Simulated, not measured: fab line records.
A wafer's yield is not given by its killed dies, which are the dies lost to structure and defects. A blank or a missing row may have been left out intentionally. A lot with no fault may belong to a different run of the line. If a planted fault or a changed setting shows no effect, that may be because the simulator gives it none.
What tool caused it? | flow sky130 | 11 lots, 33 wafers sampled, at 3 steps of a route of 708

== WHAT THE GAUGES SHOWED, per wafer ==
SKY_NWELL_TW_MEAS_15.
lot  | measured     | on           | NWELL_TW
L829 | day 5 12:40  | filmMetro-04 | 1834 1830 1834
L830 | day 5 19:50  | filmMetro-04 | 1833 1836 1824
L831 | day 5 21:11  | filmMetro-04 | 1845 1834 1845
L832 | day 6 03:35  | filmMetro-02 | 1836 1836 1841
L834 | day 6 22:01  | filmMetro-01 | 1836 1837 1849
L836 | day 7 10:43  | filmMetro-01 | 1834 1838 1842
L840 | day 8 06:31  | filmMetro-01 | 1835 1855 1851
L841 | day 8 09:46  | filmMetro-04 | 1833 1833 1829
L843 | day 8 20:50  | filmMetro-02 | 2109 2114 2113
L846 | day 9 13:08  | filmMetro-01 | 2097 2100 2103
L848 | day 10 06:55 | filmMetro-04 | 1823 1836 1828

== WHAT TOOL EACH LOT RAN ON (gives the tool, then ch and the chambers of the sampled wafers, and finally the start) ==
lot  | SKY_FIELD_ISO_STRIP_16             | SKY_NWELL_IMPLANT_11
L829 | plasmaAsher-01 ch 0,1, day 3 01:42 | implanter-01 ch 0, day 5 12:07
L830 | plasmaAsher-01 ch 0,1, day 3 08:31 | implanter-04 ch 0, day 5 19:19
L831 | plasmaAsher-03 ch 0,1, day 3 10:52 | implanter-04 ch 0, day 5 20:40
L832 | plasmaAsher-04 ch 0,1, day 3 16:11 | implanter-01 ch 0, day 6 03:04
L834 | plasmaAsher-03 ch 0,1, day 4 07:29 | implanter-04 ch 0, day 6 21:29
L836 | plasmaAsher-04 ch 0,1, day 4 15:47 | implanter-03 ch 0, day 7 10:10
L840 | plasmaAsher-01 ch 0,1, day 5 12:21 | implanter-03 ch 0, day 8 05:58
L841 | plasmaAsher-01 ch 1, day 5 15:56   | implanter-04 ch 0, day 8 09:14
L843 | plasmaAsher-04 ch 0,1, day 6 02:41 | implanter-01 ch 0, day 8 20:20
L846 | plasmaAsher-01 ch 0,1, day 6 17:52 | implanter-01 ch 0, day 9 12:38
L848 | plasmaAsher-01 ch 1, day 7 05:53   | implanter-04 ch 0, day 10 06:23
- SKY_FIELD_ISO_STRIP_16: strips in O2/N2.
- SKY_NWELL_IMPLANT_11

== THE ANSWER, worked out from the rows above alone ==
Rule: the usual values come from the lots themselves. The widest of any qualifying gaps counts: lots, ordered by their means at a reading, are off when they make up no more than a third of the lots, leave a main group of 4 or more, and stand apart from it by 3 or more times the standard deviation of that group's means. Not used: any main group whose means are identical at the precision the tables above print for the reading. Also off: a lot with no number at a reading for which 4 or more lots have one. The other lots that the step has rows for count as sound.
Off: at SKY_NWELL_TW_MEAS_15 (NWELL_TW), L843, L846. Mean 1837 and standard deviation 5.6 in the main group.
If a tool, at a process step before that reading, ran all the lots that are off and no sound lot after the first of them, it fits. Those tools and the gauges at SKY_NWELL_TW_MEAS_15 are tried in the same way. One candidate fits, namely implanter-01 at SKY_NWELL_IMPLANT_11. A fault onset in the window from L832 (day 6 03:04, its last sound lot) to L843 (day 8 20:20, its first lot off) fits.

== WHAT THE SIMULATOR HAD INSERTED ==
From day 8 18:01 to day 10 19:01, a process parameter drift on implanter-01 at SKY_NWELL_IMPLANT_11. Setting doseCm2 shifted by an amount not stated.
Lots struck among those shown: L843, L846. This agrees with what the rule above found.
